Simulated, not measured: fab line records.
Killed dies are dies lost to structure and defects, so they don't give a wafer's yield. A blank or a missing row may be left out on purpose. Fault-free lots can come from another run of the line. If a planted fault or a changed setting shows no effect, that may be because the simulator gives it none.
Matching of chambers -- flow sky130 -- cmp-01 running SKY_CONTACT_CMP_27: 4 sister chambers
The step polishes, stops on SiO2, t overpolish 15 s, target thk 0 nm. 8 wafers are shown with their chamber, then 7 later ones without.

== WAFERS, EACH WITH ITS CHAMBER ==
wafer,chamber,motor_current_A (A),time_to_endpoint_s (s)
L744.1,2,12.1,83.2
L744.5,0,13.2,77.3
L751.6,2,11.1,82.6
L754.2,0,13.4,82.7
L753.1,1,11.7,79.6
L753.6,3,10.7,80.4
L761.1,3,10.3,78.2
L761.3,1,11.6,78.6

== WAFERS WHOSE CHAMBER IS MISSING ==
wafer,motor_current_A (A),time_to_endpoint_s (s)
L761.5,10.1,79.4
L765.3,10.3,74.4
L765.4,13.3,77.6
L765.5,10.5,76.0
L766.1,11.3,83.4
L766.3,10.8,79.7
L766.5,10.6,84.7

== THE CHAMBER EACH PASSED THROUGH ==
wafer,from the rows above,in truth
L761.5,3,3
L765.3,can't be placed: 3 or 1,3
L765.4,0,0
L765.5,can't be placed: 3 or 1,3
L766.1,can't be placed: 2 or 1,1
L766.3,can't be placed: 3 or 1 or 2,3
L766.5,can't be placed: 3 or 2 or 1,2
Placed correctly: 2 of 7. These rows do not allow placing 5 (true chamber among the candidates in 5). Wrongly placed: 0.
How it was worked out, from the rows above alone: a wafer's distance from a chamber is the root of the sum, over the readings, of the square of ((its reading less the chamber's mean) divided by the reading's scatter). The wafer belongs to the nearest chamber; if the next one is less than 2 further off, it can't be placed. Each chamber's mean is taken over the wafers shown for it. The scatter: take each reading less its chamber's mean, square it, sum over the shown wafers, divide by the number of wafers less the number of chambers, and take the root.
